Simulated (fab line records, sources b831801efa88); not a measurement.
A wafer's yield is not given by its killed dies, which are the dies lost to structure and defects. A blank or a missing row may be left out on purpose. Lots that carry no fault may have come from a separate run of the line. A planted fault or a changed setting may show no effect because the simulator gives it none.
Which of the tools did it?	flow gf180mcu	24 lots with 72 wafers sampled at 4 steps, on a route of 602 steps

== WHAT EACH GAUGE READ, for each wafer ==
GF_V1_THK_MEAS_25: measures by xrf.
lot	measured	on	V1_W_THK (nm)
L074	day 17 21:19	film metro-04	344 345 347
L075	day 18 00:56	film metro-02	340 333 330
L076	day 18 11:52	film metro-01	347 349 353
L077	day 19 04:55	film metro-02	345 345 345
L078	day 19 12:09	film metro-02	330 339 335
L079	day 20 01:23	film metro-04	343 334 344
L080	day 20 15:55	film metro-04	346 344 345
L081	day 21 02:56	film metro-01	346 345 348
L082	day 21 21:33	film metro-02	334 340 329
L083	day 22 01:15	film metro-04	345 345 348
L084	day 22 14:27	film metro-02	342 341 341
L085	day 23 00:26	film metro-02	342 338 342
L086	day 23 01:23	film metro-02	339 337 338
L087	day 23 11:10	film metro-01	344 340 351
L088	day 23 21:53	film metro-02	338 336 338
L089	day 24 06:07	film metro-04	344 349 351
L090	day 24 07:37	film metro-04	344 341 344
L091	day 24 13:35	film metro-01	343 348 345
L092	day 24 15:28	film metro-04	345 338 343
L094	day 25 05:08	film metro-04	346 345 344
L093	day 25 10:33	film metro-01	355 347 356
L095	day 25 11:48	film metro-02	343 341 345
L096	day 25 19:05	film metro-04	347 351 352
L097	day 26 03:38	film metro-02	342 337 343

GF_M3_CD_MEAS_14: the cd target is 280 nm.
lot	measured	on	cd nm (nm)
L074	day 21 01:05	cd sem-01	281.3 280.2 280.9
L075	day 21 04:53	cd sem-01	280.1 281.1 280.9
L076	day 21 15:00	cd sem-01	280.7 281.2 280.9
L077	day 22 08:56	cd sem-02	281.0 281.6 281.4
L078	day 22 14:51	cd sem-02	280.0 280.0 280.6
L079	day 23 04:32	cd sem-01	279.6 279.9 280.7
L080	day 23 16:36	cd sem-01	279.8 279.5 279.7
L081	day 24 03:46	cd sem-01	279.7 279.4 280.5
L082	day 24 21:37	cd sem-02	279.0 279.8 279.3
L083	day 25 01:17	cd sem-01	280.0 281.5 280.3
L084	day 25 12:49	cd sem-01	282.6 282.1 282.8
L085	day 25 21:28	cd sem-01	282.4 281.2 281.2
L086	day 25 22:28	cd sem-01	280.2 280.4 280.7
L087	day 26 07:53	cd sem-02	278.9 279.7 279.9
L088	day 26 17:46	cd sem-01	280.7 280.9 280.9
L089	day 27 02:05	cd sem-02	281.7 280.8 281.3
L090	day 27 03:29	cd sem-02	278.1 279.1 278.7
L091	day 27 09:41	cd sem-02	279.8 280.3 279.2
L092	day 27 09:44	cd sem-01	281.4 280.7 281.2
L094	day 27 23:19	cd sem-01	281.4 281.1 280.5
L093	day 28 04:01	cd sem-02	279.8 278.6 279.5
L095	day 28 04:26	cd sem-01	281.4 280.4 280.6
L096	day 28 11:10	cd sem-02	281.5 280.6 282.0
L097	day 28 19:59	cd sem-02	280.9 279.8 280.2

GF_MIM_RS_MEAS_10: a four-point-probe measurement.
lot	measured	on	MIM_ALCU_RS (ohm/sq)
L074	day 24 05:14	film metro-04	0.1613 0.1600 0.1598
L075	day 24 08:36	film metro-03	0.1582 0.1592 0.1593
L076	day 24 18:29	film metro-04	0.1594 0.1629 0.1620
L077	day 25 10:35	film metro-04	0.1604 0.1592 0.1608
L078	day 25 15:14	film metro-04	0.1634 0.1604 0.1623
L079	day 26 05:37	film metro-03	0.1643 0.1620 0.1623
L080	day 26 16:47	film metro-04	0.1620 0.1629 0.1617
L081	day 27 02:40	film metro-03	0.1593 0.1628 0.1598
L082	day 27 19:39	film metro-02	0.1617 0.1619 0.1598
L083	day 27 23:21	film metro-02	0.1585 0.1599 0.1599
L084	day 28 08:32	film metro-03	0.1568 0.1581 0.1578
L085	day 28 15:20	film metro-02	0.1624 0.1604 0.1622
L086	day 28 18:39	film metro-02	0.1588 0.1585 0.1589
L087	day 29 02:07	film metro-02	0.1605 0.1584 0.1581
L088	day 29 12:50	film metro-04	0.1588 0.1568 0.1557
L089	day 29 18:52	film metro-02	0.1655 0.1610 0.1621
L090	day 29 20:10	film metro-04	0.1659 0.1643 0.1638
L091	day 30 01:47	film metro-02	0.1609 0.1625 0.1604
L092	day 30 02:01	film metro-04	0.1591 0.1645 0.1627
L094	day 30 15:02	film metro-03	0.1608 0.1653 0.1625
L093	day 30 19:35	film metro-04	0.1612 0.1608 0.1613
L095	day 30 19:44	film metro-02	0.1617 0.1596 0.1605
L096	day 31 01:08	film metro-03	0.1573 0.1590 0.1611
L097	day 31 10:07	film metro-04	0.1617 0.1653 0.1605

== WHAT TOOL EACH LOT RAN ON (gives the tool, then ch and the chambers of the sampled wafers, and finally the start) ==
lot	GF_M3_STRIP_17
L074	plasma asher-04 ch 0, day 21 01:29
L075	plasma asher-04 ch 0,1, day 21 05:17
L076	plasma asher-04 ch 0,1, day 21 15:23
L077	plasma asher-04 ch 0,1, day 22 09:20
L078	plasma asher-01 ch 0,1, day 22 15:14
L079	plasma asher-01 ch 0,1, day 23 04:48
L080	plasma asher-03 ch 0,1, day 23 16:53
L081	plasma asher-03 ch 0,1, day 24 04:03
L082	plasma asher-03 ch 0,1, day 24 21:54
L083	plasma asher-03 ch 1, day 25 01:33
L084	plasma asher-01 ch 0,1, day 25 13:05
L085	plasma asher-01 ch 0,1, day 25 21:45
L086	plasma asher-04 ch 0, day 25 22:45
L087	plasma asher-04 ch 0,1, day 26 08:08
L088	plasma asher-04 ch 0,1, day 26 18:03
L089	plasma asher-01 ch 0,1, day 27 02:21
L090	plasma asher-01 ch 0,1, day 27 03:46
L091	plasma asher-03 ch 0,1, day 27 09:57
L092	plasma asher-01 ch 0, day 27 10:01
L094	plasma asher-01 ch 0,1, day 27 23:44
L093	plasma asher-04 ch 0,1, day 28 04:19
L095	plasma asher-03 ch 0,1, day 28 04:49
L096	plasma asher-04 ch 0,1, day 28 11:34
L097	plasma asher-01 ch 0,1, day 28 20:15
- GF_M3_STRIP_17: strips in O2/N2.

== AS READ BY THE TOOLS THEMSELVES (means over the sampled wafers that have a number; for cases with no such wafer, the mark the record gives instead) ==
GF_M3_STRIP_17.
lot	tool	drypump motor current A (A)	heater power w (W)	oes product au (a.u.)	strip time to endpoint s (s)
L074	plasma asher-04	5.61	280	0.543	7.35
L075	plasma asher-04	5.60	289	0.535	7.39
L076	plasma asher-04	5.56	287	0.538	7.30
L077	plasma asher-04	5.49	296	0.535	7.37
L078	plasma asher-01	5.45	334	0.541	7.47
L079	plasma asher-01	5.68	308	0.545	7.48
L080	plasma asher-03	5.34	342	0.537	7.39
L081	plasma asher-03	5.46	333	0.532	7.33
L082	plasma asher-03	5.36	340	0.534	7.32
L083	plasma asher-03	5.59	315	0.540	7.41
L084	plasma asher-01	5.47	343	0.536	7.40
L085	plasma asher-01	5.66	311	0.541	7.44
L086	plasma asher-04	5.65	278	0.534	7.37
L087	plasma asher-04	5.51	297	0.539	7.35
L088	plasma asher-04	5.56	282	0.537	7.39
L089	plasma asher-01	5.65	314	0.540	7.40
L090	plasma asher-01	5.66	315	0.539	7.43
L091	plasma asher-03	5.45	329	0.535	7.37
L092	plasma asher-01	5.28	368	0.538	7.43
L094	plasma asher-01	5.67	312	0.539	7.38
L093	plasma asher-04	5.53	288	0.538	7.42
L095	plasma asher-03	5.35	347	0.538	7.38
L096	plasma asher-04	5.54	288	0.539	7.45
L097	plasma asher-01	5.46	340	0.540	7.44

== THE ANSWER, worked out from the rows above alone ==
Rule: the usual values come from the lots themselves. The widest of any qualifying gaps counts: lots, ordered by their means at a reading, are off when they make up no more than a third of the lots, leave a main group of 4 or more, and stand apart from it by 3 or more times the standard deviation of that group's means. The tables above print the reading to a certain number of digits; a main group whose means all agree to those digits is not used. A lot without any number at a reading at which 4 lots or more have one is off too. The other lots that the step has rows for count as sound. First the gauges in route order, then the tools' own readings, where a lot's mean is used as printed above. The first step at which some lot is off is used, and at that step the reading that is off furthest; a lot without a number counts as furthest.
No lot is off on any of the readings shown, so nothing can be concluded from this.

== WHAT WAS PUT IN BY THE SIMULATOR ==
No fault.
